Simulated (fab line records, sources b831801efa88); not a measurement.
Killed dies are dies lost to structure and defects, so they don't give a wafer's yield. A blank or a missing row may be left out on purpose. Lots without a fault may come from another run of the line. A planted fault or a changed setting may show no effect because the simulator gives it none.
Tool commonality check | flow gf180mcu | 12 lots, 36 wafers sampled

WHY IT WAS OPENED
At GF_MVSD_TW_MEAS_11 the reading MVSD_TW is flagged on 2 of 12 lots. Wafers without a fault read 1584, standard deviation 9.2.
Rule: a lot is flagged when every wafer of it that has a number lies more than 4 standard deviations from that mean, or none has a number. The other lots count as sound.

lot  | measured     | on            | MVSD_TW, wafer by wafer | flag
L567 | day 4 17:01  | film_metro-01 | 1584 1582 1593          |
L568 | day 4 17:22  | film_metro-02 | 1572 1572 1575          |
L569 | day 4 23:13  | film_metro-02 | 1567 1572 1570          |
L570 | day 5 04:51  | film_metro-02 | 1575 1577 1577          |
L572 | day 5 19:27  | film_metro-01 | 1586 1590 1580          |
L573 | day 6 04:08  | film_metro-04 | 1578 1574 1579          |
L575 | day 6 07:50  | film_metro-01 | 1594 1586 1587          |
L579 | day 7 07:08  | film_metro-04 | 1513 1511 1515          | FLAGGED
L580 | day 7 14:40  | film_metro-04 | 1519 1520 1509          | FLAGGED
L586 | day 9 02:55  | film_metro-01 | 1581 1592 1583          |
L587 | day 9 11:13  | film_metro-02 | 1581 1590 1580          |
L590 | day 10 00:17 | film_metro-01 | 1594 1595 1588          |
The numbers of the flagged lots are 1514 on average: -70 against the usual, or -8 standard deviations.

WHICH TOOL RAN EACH LOT
The record holds 1 process step before the reading, out of a route of 602 steps. In each cell: the tool, then ch and the chambers that the sampled wafers went through, then the start.
lot  | flag    | GF_MVSD_IMPLANT_09
L567 |         | implanter-04 ch 0, day 4 16:47
L568 |         | implanter-03 ch 0, day 4 17:07
L569 |         | implanter-04 ch 0, day 4 22:58
L570 |         | implanter-02 ch 0, day 5 04:36
L572 |         | implanter-02 ch 0, day 5 19:14
L573 |         | implanter-04 ch 0, day 6 03:54
L575 |         | implanter-03 ch 0, day 6 07:36
L579 | FLAGGED | implanter-04 ch 0, day 7 06:53
L580 | FLAGGED | implanter-04 ch 0, day 7 14:21
L586 |         | implanter-03 ch 0, day 9 02:41
L587 |         | implanter-03 ch 0, day 9 10:58
L590 |         | implanter-02 ch 0, day 10 00:02
What these steps do:
- GF_MVSD_IMPLANT_09
- GF_MVSD_TW_MEAS_11

FLAGGED OVER TOTAL, TOOL BY TOOL (the gauges that took the reading come last)
step               | tool          | lots run | flagged | share of the flagged lots | sound lots run after its first flagged lot
GF_MVSD_IMPLANT_09 | implanter-02  | 3        | 0       | none                      | -
GF_MVSD_IMPLANT_09 | implanter-03  | 4        | 0       | none                      | -
GF_MVSD_IMPLANT_09 | implanter-04  | 5        | 2       | all                       | 0
GF_MVSD_TW_MEAS_11 | film_metro-01 | 5        | 0       | none                      | -
GF_MVSD_TW_MEAS_11 | film_metro-02 | 4        | 0       | none                      | -
GF_MVSD_TW_MEAS_11 | film_metro-04 | 3        | 2       | all                       | 0

WHAT THE TABLE ALLOWS
2 rows of the table ran every flagged lot: implanter-04 at GF_MVSD_IMPLANT_09, film_metro-04 at GF_MVSD_TW_MEAS_11.
- implanter-04 at GF_MVSD_IMPLANT_09: 2 of its 5 lots flagged. Its last sound lot is L573 (day 6 03:54), its first flagged lot L579 (day 7 06:53): a fault that began between those two fits. Its own readings lie more than 4 standard deviations out on every wafer of the flagged lots: dose_ions_cm2, faraday_current_uA.
- film_metro-04 at GF_MVSD_TW_MEAS_11: 2 of its 3 lots flagged. Its last sound lot is L573 (day 6 04:08), its first flagged lot L579 (day 7 07:08): a fault that began between those two fits.
Counting lots can't tell these 2 tools apart, because each fits a fault that began at some hour. More lots, or a look at what each step does to the wafer, might.

WHAT THE SIMULATOR HAD PUT IN
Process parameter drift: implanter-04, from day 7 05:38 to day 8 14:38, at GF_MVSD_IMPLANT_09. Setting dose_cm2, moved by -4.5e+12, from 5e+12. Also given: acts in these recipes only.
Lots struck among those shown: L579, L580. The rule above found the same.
